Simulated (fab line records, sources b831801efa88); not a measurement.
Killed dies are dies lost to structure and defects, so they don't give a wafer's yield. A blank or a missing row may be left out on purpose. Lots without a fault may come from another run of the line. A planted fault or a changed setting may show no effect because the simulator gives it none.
Which tool did it? | flow gf180mcu | 12 lots, 36 wafers sampled, at 3 steps of a route of 602

WHAT THE GAUGES READ, wafer by wafer
GF_STI_THK_MEAS_02.
lot  | measured    | on            | STI_OXIDATION_THK (nm)
L669 | day 1 21:31 | film_metro-01 | 10.17 10.11 10.02
L670 | day 2 02:31 | film_metro-03 | 10.30 10.46 10.38
L671 | day 2 07:38 | film_metro-03 | 10.11 10.12 10.12
L673 | day 2 17:31 | film_metro-03 | 10.35 10.35 10.19
L674 | day 2 22:52 | film_metro-01 | 10.46 10.37 10.30
L677 | day 3 13:31 | film_metro-02 | 9.96 9.98 10.10
L682 | day 4 14:44 | film_metro-02 | 10.10 10.01 10.14
L684 | day 5 00:31 | film_metro-02 | 9.83 9.69 9.83
L685 | day 5 06:29 | film_metro-03 | 10.31 10.26 10.30
L686 | day 5 10:47 | film_metro-03 | 10.00 9.96 10.14
L687 | day 5 15:31 | film_metro-01 | 9.95 9.95 9.88
L688 | day 5 20:32 | film_metro-02 | 9.97 10.00 9.89

GF_STI_THK_MEAS_24.
lot  | measured    | on            | STI_CVD_23_THK (nm)
L669 | day 2 13:47 | film_metro-01 | 657 651 647
L670 | day 2 18:31 | film_metro-03 | 656 655 657
L671 | day 3 00:31 | film_metro-03 | 663 654 655
L673 | day 3 11:31 | film_metro-03 | 658 654 649
L674 | day 3 16:13 | film_metro-03 | 654 647 645
L677 | day 4 07:22 | film_metro-01 | 654 652 662
L682 | day 5 09:10 | film_metro-01 | 651 504 653
L684 | day 5 18:56 | film_metro-02 | 500 643 498
L685 | day 6 01:03 | film_metro-02 | 655 657 651
L686 | day 6 06:13 | film_metro-03 | 666 652 649
L687 | day 6 10:11 | film_metro-02 | 657 655 653
L688 | day 6 15:20 | film_metro-02 | 645 651 646

WHICH TOOL RAN EACH LOT (tool, then ch and the chambers of the sampled wafers, then the start)
lot  | GF_STI_CVD_23
L669 | hdpcvd-01 ch 0,2, day 2 13:42
L670 | hdpcvd-02 ch 0,2, day 2 18:23
L671 | hdpcvd-02 ch 0,1,2, day 3 00:25
L673 | hdpcvd-01 ch 0,1,2, day 3 11:27
L674 | hdpcvd-02 ch 0,1,2, day 3 16:09
L677 | hdpcvd-02 ch 1,2, day 4 07:17
L682 | hdpcvd-02 ch 1,2, day 5 09:04
L684 | hdpcvd-02 ch 0,1, day 5 18:52
L685 | hdpcvd-01 ch 0,1, day 6 00:58
L686 | hdpcvd-01 ch 0,1,2, day 6 06:07
L687 | hdpcvd-01 ch 0,1, day 6 10:03
L688 | hdpcvd-01 ch 0,1,2, day 6 15:15
- GF_STI_CVD_23: deposits SiO2, target thk 650 nm, time 108.3 s.

WHAT THE TOOLS THEMSELVES READ (means of the sampled wafers that have a number; where no wafer has one, the mark that the record gives instead)
The record holds no such reading with a usual standard deviation.

THE ANSWER, worked out from the rows above alone
Rule: what is usual is taken from the lots themselves. Put in order of their means at a reading, lots are off if they are a third of the lots or fewer, leave a main group of 4 or more, and stand apart from it by a gap of 3 or more times the standard deviation of the main group's means; of several such gaps the widest counts. A main group whose means are all the same, to the digits that the tables above print for the reading, isn't used. A lot without any number at a reading at which 4 lots or more have one is off too. The other lots that the step has rows for count as sound. The gauges are gone through in route order, then the tools' own readings, and for those a lot's mean is taken as printed above. The first step at which some lot is off is used, and at that step the reading that is off furthest; a lot without a number counts as furthest.
Off: L682, L684, at GF_STI_THK_MEAS_24 (STI_CVD_23_THK). The main group: mean 654 nm, standard deviation 3.2.
A tool fits if, at a process step before that reading, it ran every lot that is off, and no sound lot after the first of them. The gauges at GF_STI_THK_MEAS_24 are tried like those tools. One fits: hdpcvd-02 at GF_STI_CVD_23. Its last sound lot is L677 (day 4 07:17), its first lot that is off L682 (day 5 09:04): a fault that began between those two fits.

WHAT THE SIMULATOR HAD PUT IN
Process parameter drift: hdpcvd-02, from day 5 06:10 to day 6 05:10, at GF_STI_CVD_23. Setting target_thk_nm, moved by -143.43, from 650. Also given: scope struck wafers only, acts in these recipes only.
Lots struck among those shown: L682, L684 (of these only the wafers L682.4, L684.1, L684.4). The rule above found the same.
